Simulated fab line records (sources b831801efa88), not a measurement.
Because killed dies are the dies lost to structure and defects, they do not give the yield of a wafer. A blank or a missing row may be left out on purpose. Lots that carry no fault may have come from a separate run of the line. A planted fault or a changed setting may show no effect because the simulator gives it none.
The tool behind it: which one? ; flow sky130 ; Sampling: 13 lots, 39 wafers, 4 of 708 route steps

## WHAT THE GAUGES READ, wafer by wafer
SKY_VIA2_CD_MEAS_12 targets a cd of 200 nm. Usual: cd_nm at 200.1 nm, with a standard deviation of 1.4.
lot;measured;on;cd_nm (nm);flag
L911;day 36 00:34;cd_sem-02;201.0 200.8 202.6;
L912;day 36 18:01;cd_sem-01;197.8 198.3 198.7;
L917;day 38 14:47;cd_sem-02;199.8 197.9 200.9;
L918;day 39 04:10;cd_sem-01;197.4 198.7 196.8;
L924;day 41 00:11;cd_sem-02;199.1 201.5 200.3;
L925;day 41 06:28;cd_sem-01;201.0 198.7 199.8;
L927;day 41 09:31;cd_sem-01;199.3 198.9 199.0;
L929;day 41 22:52;cd_sem-02;200.2 198.7 199.7;
L928;day 42 02:36;cd_sem-01;198.6 197.5 198.5;
L930;day 42 07:57;cd_sem-01;200.6 200.5 199.8;
L931;day 42 11:35;cd_sem-01;200.8 200.6 201.5;
L932;day 42 15:11;cd_sem-01;199.9 200.1 201.1;
L933;day 42 23:18;cd_sem-01;202.7 200.5 201.0;

SKY_CAPM_OVL_MEAS_12. Usual: CAPM_OVL -0.8 nm, standard deviation 1.3.
lot;measured;on;CAPM_OVL (nm);flag
L911;day 37 04:40;overlay-02;1.3 1.2 0.1;
L912;day 37 22:01;overlay-01;0.0 0.3 -0.7;
L917;day 39 17:46;overlay-01;-0.3 0.3 0.7;
L918;day 40 06:26;overlay-02;0.3 -0.4 -1.1;
L924;day 42 01:11;overlay-02;-0.3 -1.2 -1.8;
L925;day 42 07:58;overlay-02;0.5 0.0 0.5;
L927;day 42 10:40;overlay-01;-2.2 -1.0 -1.4;
L929;day 42 22:53;overlay-02;-0.2 -0.1 1.3;
L928;day 43 02:49;overlay-01;-1.5 -1.8 -2.2;
L930;day 43 08:32;overlay-02;-0.8 -1.4 -2.3;
L931;day 43 13:01;overlay-01;0.3 -0.4 -1.0;
L932;day 43 15:59;overlay-02;0.0 -0.3 0.7;
L933;day 43 23:52;overlay-01;0.5 -0.7 1.0;

SKY_METAL3_CD_MEAS_13 targets a cd of 300 nm. Usual: cd_nm at 300.5 nm, with a standard deviation of 1.6.
lot;measured;on;cd_nm (nm);flag
L911;day 38 07:01;cd_sem-02;299.8 302.4 299.2;
L912;day 39 00:14;cd_sem-02;300.9 303.2 302.7;
L917;day 40 18:34;cd_sem-02;301.7 300.1 301.3;
L918;day 41 06:38;cd_sem-02;299.8 298.9 299.5;
L924;day 43 01:22;cd_sem-02;297.2 296.6 297.8;
L925;day 43 07:06;cd_sem-02;298.0 298.2 299.2;
L927;day 43 10:15;cd_sem-02;298.9 299.5 300.9;
L929;day 43 21:50;cd_sem-02;303.0 302.3 303.2;
L928;day 44 01:54;cd_sem-01;298.6 299.5 299.5;
L930;day 44 07:58;cd_sem-01;300.4 301.4 302.2;
L931;day 44 12:13;cd_sem-01;303.6 302.0 303.2;
L932;day 44 14:49;cd_sem-01;299.1 298.3 297.4;
L933;day 44 22:36;cd_sem-02;300.1 300.9 299.7;

## WHICH TOOL RAN EACH LOT (tool, then ch and the chambers of the sampled wafers, then the start)
lot;SKY_CAPM_STRIP_15
L911;wet_bench-04 ch 0, day 37 04:53
L912;wet_bench-01 ch 3, day 37 22:14
L917;wet_bench-01 ch 1, day 39 17:59
L918;wet_bench-01 ch 3, day 40 06:38
L924;wet_bench-03 ch 1, day 42 01:23
L925;wet_bench-03 ch 2, day 42 08:11
L927;wet_bench-04 ch 3, day 42 10:53
L929;wet_bench-03 ch 3, day 42 23:05
L928;wet_bench-03 ch 2, day 43 03:02
L930;wet_bench-04 ch 2, day 43 08:44
L931;wet_bench-01 ch 3, day 43 13:14
L932;wet_bench-03 ch 1, day 43 16:11
L933;wet_bench-01 ch 3, day 44 00:05
- SKY_CAPM_STRIP_15: strips in post etch residue remover, time 1200 s.

## WHAT THE TOOLS THEMSELVES READ (means of the sampled wafers that have a number; where no wafer has one, the mark that the record gives instead)
SKY_CAPM_STRIP_15. Usual: run_length_s at 1228 s, with a standard deviation of 3.3.
lot;tool;run_length_s (s);flag
L911;wet_bench-04;1226;
L912;wet_bench-01;1226;
L917;wet_bench-01;1315;OFF
L918;wet_bench-01;1314;OFF
L924;wet_bench-03;1224;
L925;wet_bench-03;1226;
L927;wet_bench-04;1225;
L929;wet_bench-03;1227;
L928;wet_bench-03;1228;
L930;wet_bench-04;1226;
L931;wet_bench-01;1233;
L932;wet_bench-03;1225;
L933;wet_bench-01;1225;

## THE ANSWER, worked out from the rows above alone
Rule: lot off if the mean of its wafers having a number is beyond 3 standard deviations from the usual mean. Also off: a lot with no number at a reading for which 4 or more lots have one. The other lots that the step has rows for count as sound. First the gauges in route order, then the tools' own readings, where a lot's mean is used as printed above. At the first step where some lot is off, the reading lying furthest off is the one used; lots without a number count as furthest.
Off: L917, L918, at SKY_CAPM_STRIP_15 (run_length_s).
If a tool, at that step or one of the process steps before it, ran each lot that is off and ran no sound lot following the first of them, it fits. None of those tried fits.

## WHAT THE SIMULATOR PUT IN
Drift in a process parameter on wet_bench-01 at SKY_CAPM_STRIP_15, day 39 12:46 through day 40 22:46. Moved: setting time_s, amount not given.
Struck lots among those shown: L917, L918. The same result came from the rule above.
